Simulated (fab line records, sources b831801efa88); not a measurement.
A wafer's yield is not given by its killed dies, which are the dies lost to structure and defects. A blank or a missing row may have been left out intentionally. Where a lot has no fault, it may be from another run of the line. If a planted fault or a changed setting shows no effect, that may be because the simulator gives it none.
Which of the tools did it? ; flow gf180mcu ; Sampling: 14 lots, 42 wafers, 4 of 602 route steps

== WHAT THE GAUGES SHOWED, per wafer ==
GF_STI_BOW_MEAS_00. Usual: for INCOMING_BOW the level is -1 um and the standard deviation is 6.8.
lot;measured;on;INCOMING_BOW (um);flag
L837;day 1 15:00;film_metro-03;-5 -3 7;
L838;day 1 20:02;film_metro-01;-1 1 1;
L839;day 2 01:00;film_metro-03;10 -1 11;
L840;day 2 06:01;film_metro-03;-2 -4 -11;
L841;day 2 11:00;film_metro-03;-12 2 -1;
L843;day 2 21:00;film_metro-01;8 6 -6;
L844;day 3 02:01;film_metro-04;-3 -6 0;
L845;day 3 07:01;film_metro-01;-5 6 -4;
L846;day 3 12:00;film_metro-01;-6 0 3;
L847;day 3 17:01;film_metro-01;-5 -10 -2;
L853;day 4 23:02;film_metro-04;-9 -6 13;
L856;day 5 14:00;film_metro-03;-13 -7 -2;
L857;day 5 19:01;film_metro-03;5 5 4;
L859;day 6 05:00;film_metro-03;-4 -5 -7;

GF_MVSD_OVL_MEAS_07. Usual: for MVSD_OVL the level is -0.2 nm and the standard deviation is 1.2.
lot;measured;on;MVSD_OVL (nm);flag
L837;day 4 15:44;overlay-01;0.6 1.5 0.3;
L838;day 4 20:48;overlay-01;1.4 0.7 0.5;
L839;day 5 03:03;overlay-01;0.6 3.1 -1.5;
L840;day 5 08:14;overlay-01;-0.7 -0.6 -0.5;
L841;day 5 16:17;overlay-02;1.4 -0.7 0.0;
L843;day 6 03:18;overlay-02;-0.7 0.7 0.0;
L844;day 6 08:26;overlay-02;-0.3 -1.2 -1.1;
L845;day 6 13:58;overlay-01;0.1 0.5 -0.9;
L846;day 6 19:17;overlay-02;-1.3 0.5 0.4;
L847;day 7 03:29;overlay-01;0.9 -0.5 0.0;
L853;day 8 15:05;overlay-01;-0.4 0.9 0.1;
L856;day 9 07:57;overlay-01;0.4 -1.4 0.3;
L857;day 9 12:14;overlay-02;1.5 -0.9 -1.5;
L859;day 9 23:26;overlay-01;-0.8 1.3 -0.9;

GF_HV_LDD_OVL_MEAS_20. Usual: for HV_LDD_01_OVL the level is -1.5 nm and the standard deviation is 1.4.
lot;measured;on;HV_LDD_01_OVL (nm);flag
L837;day 11 07:09;overlay-02;-3.6 -3.2 -4.0;
L838;day 11 06:57;overlay-02;-0.8 -1.8 0.2;
L839;day 11 23:43;overlay-01;-3.8 -1.6 -3.1;
L840;day 12 09:31;overlay-01;-2.0 -0.6 1.3;
L841;day 12 15:31;overlay-02;-0.4 0.4 0.0;
L843;day 13 00:49;overlay-02;-2.6 -1.2 -2.6;
L844;day 13 11:34;overlay-01;-2.6 -0.7 -2.3;
L845;day 13 20:31;overlay-01;-0.1 -0.8 -0.8;
L846;day 14 01:12;overlay-02;1.1 0.2 0.6;
L847;day 14 09:49;overlay-01;-1.6 -3.5 -2.9;
L853;day 16 06:38;overlay-01;-2.3 -3.4 -1.3;
L856;day 17 02:51;overlay-01;-1.6 -1.5 -0.2;
L857;day 17 06:16;overlay-01;-2.6 -2.7 -2.3;
L859;day 17 22:42;overlay-01;-1.9 -1.1 -1.1;

== WHAT TOOL EACH LOT RAN ON (gives the tool, then ch and the chambers of the sampled wafers, and finally the start) ==
lot;GF_VT_IMPLANT_IMPLANT_08
L837;implanter-01 ch 0, day 5 20:53
L838;implanter-03 ch 0, day 6 01:59
L839;implanter-01 ch 0, day 6 09:04
L840;implanter-02 ch 0, day 6 14:35
L841;implanter-03 ch 0, day 6 22:40
L843;implanter-02 ch 0, day 7 10:29
L844;implanter-02 ch 0, day 7 16:35
L845;implanter-03 ch 0, day 7 22:02
L846;implanter-03 ch 0, day 8 03:13
L847;implanter-02 ch 0, day 8 12:23
L853;implanter-02 ch 0, day 10 01:35
L856;implanter-03 ch 0, day 10 18:14
L857;implanter-03 ch 0, day 10 22:02
L859;implanter-02 ch 0, day 11 11:07
- GF_VT_IMPLANT_IMPLANT_08

== WHAT THE TOOLS THEMSELVES READ (means of the sampled wafers that have a number; where no wafer has one, the mark that the record gives instead) ==
GF_VT_IMPLANT_IMPLANT_08. Usual: dose_ions_cm2 8.29e+12, standard deviation 8.8e+09; faraday_current_uA 46.7, standard deviation 1.
lot;tool;dose_ions_cm2;faraday_current_uA;flag
L837;implanter-01;8.29e+12;46.1;
L838;implanter-03;8.29e+12;47.4;
L839;implanter-01;8.30e+12;46.2;
L840;implanter-02;8.28e+12;46.6;
L841;implanter-03;8.28e+12;47.1;
L843;implanter-02;8.29e+12;45.9;
L844;implanter-02;8.29e+12;46.8;
L845;implanter-03;8.28e+12;46.8;
L846;implanter-03;8.29e+12;47.6;
L847;implanter-02;8.30e+12;47.0;
L853;implanter-02;8.29e+12;46.6;
L856;implanter-03;7.40e+12;42.4;OFF
L857;implanter-03;7.40e+12;42.3;OFF
L859;implanter-02;8.29e+12;47.1;

== THE ANSWER, worked out from the rows above alone ==
Rule: a lot is off if the mean of its wafers that have a number lies more than 3 standard deviations from the usual mean. Also off: a lot with no number at a reading for which 4 or more lots have one. The other lots that the step has rows for count as sound. After the gauges, taken in route order, come the tools' own readings; for these a lot's mean is taken, as printed above. The first step at which some lot is off is used, and at that step the reading that is off furthest; a lot without a number counts as furthest.
Off at GF_VT_IMPLANT_IMPLANT_08 (dose_ions_cm2): L856, L857.
A tool fits if, at that step or a process step before it, it ran every lot that is off, and no sound lot after the first of them. One fits: implanter-03 at GF_VT_IMPLANT_IMPLANT_08. Its last sound lot is L846 (day 8 03:13), its first lot that is off L856 (day 10 18:14): a fault that began between those two fits.
The tool's own readings at GF_VT_IMPLANT_IMPLANT_08 bear it out: on the lots that are off they differ by more than 5 times the standard deviation of the sound lots' means. dose_ions_cm2 reads 7.40e+12 there against 8.29e+12 on the sound lots; faraday_current_uA reads 42.3 there against 46.8 on the sound lots.

== WHAT THE SIMULATOR HAD INSERTED ==
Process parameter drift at GF_VT_IMPLANT_IMPLANT_08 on implanter-03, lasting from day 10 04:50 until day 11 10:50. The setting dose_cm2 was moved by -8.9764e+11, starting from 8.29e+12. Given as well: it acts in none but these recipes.
Lots struck among those shown: L856, L857. The rule above reached the same finding.
